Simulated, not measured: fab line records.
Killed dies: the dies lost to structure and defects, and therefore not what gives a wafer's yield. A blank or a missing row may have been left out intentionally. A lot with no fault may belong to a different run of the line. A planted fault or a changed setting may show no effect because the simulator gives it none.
Which tool did it? | flow sky130 | 11 lots, 33 wafers sampled, at 2 steps of a route of 708

## WHAT THE GAUGES SHOWED, per wafer
SKY_METAL4_OVL_MEAS_14. Usual: METAL4_OVL 6 nm, standard deviation 6.6.
lot  | measured     | on         | METAL4_OVL (nm) | flag
L849 | day 41 20:11 | overlay-02 | 4 -1 5          |
L850 | day 42 11:35 | overlay-01 | -5 -2 3         |
L854 | day 43 13:36 | overlay-01 | -7 7 6          |
L857 | day 44 06:09 | overlay-01 | -3 -3 -5        |
L856 | day 44 07:31 | overlay-02 | 0 0 2           |
L859 | day 45 00:32 | overlay-01 | 3 -3 -4         |
L860 | day 45 01:28 | overlay-01 | 20 22 19        |
L861 | day 45 11:06 | overlay-02 | 5 1 5           |
L862 | day 45 14:38 | overlay-01 | 8 1 -8          |
L863 | day 45 22:45 | overlay-02 | 7 9 8           |
L872 | day 48 09:36 | overlay-02 | -1 5 5          |

## TOOL THAT RAN EACH LOT (tool first, then ch and the chambers of the sampled wafers, then the start)
lot  | SKY_VIA3_CVD_21
L849 | cvd w-02 ch 0,1, day 39 17:04
L850 | cvd w-01 ch 0,1, day 40 09:37
L854 | cvd w-01 ch 0,1, day 41 13:29
L857 | cvd w-02 ch 0,1, day 42 06:43
L856 | cvd w-02 ch 0,1, day 42 07:54
L859 | cvd w-02 ch 0,1, day 43 02:04
L860 | cvd w-02 ch 0,1, day 43 03:08
L861 | cvd w-02 ch 0,1, day 43 12:58
L862 | cvd w-02 ch 0, day 43 18:08
L863 | cvd w-02 ch 0,1, day 44 02:52
L872 | cvd w-02 ch 0,1, day 46 15:22
- SKY_VIA3_CVD_21: deposits W, target thk 390 nm, time 117.31 s.

## WHAT THE TOOLS THEMSELVES READ (means of the sampled wafers that have a number; where no wafer has one, the mark that the record gives instead)
SKY_VIA3_CVD_21. Usual: 805 W for heater power w, sd 47.
lot  | tool     | heater power w (W) | flag
L849 | cvd w-02 | 819                |
L850 | cvd w-01 | 706                |
L854 | cvd w-01 | 696                |
L857 | cvd w-02 | 810                |
L856 | cvd w-02 | 825                |
L859 | cvd w-02 | 826                |
L860 | cvd w-02 | 831                |
L861 | cvd w-02 | 824                |
L862 | cvd w-02 | 833                |
L863 | cvd w-02 | 829                |
L872 | cvd w-02 | 823                |

## THE ANSWER, worked out from the rows above alone
Rule: take the mean of a lot's wafers that have a number; if it is more than 3 standard deviations from the usual mean, the lot is off. A lot without any number at a reading at which 4 lots or more have one is off too. Any other lot the step has rows for is counted as sound. Order of review: gauges by route order, followed by the tools' own readings, for which a lot's mean as printed above is used. At the first step where some lot is off, the reading lying furthest off is the one used; lots without a number count as furthest.
Across all readings shown, no lot is off: no conclusion can be drawn from this.

## WHAT THE SIMULATOR PUT IN
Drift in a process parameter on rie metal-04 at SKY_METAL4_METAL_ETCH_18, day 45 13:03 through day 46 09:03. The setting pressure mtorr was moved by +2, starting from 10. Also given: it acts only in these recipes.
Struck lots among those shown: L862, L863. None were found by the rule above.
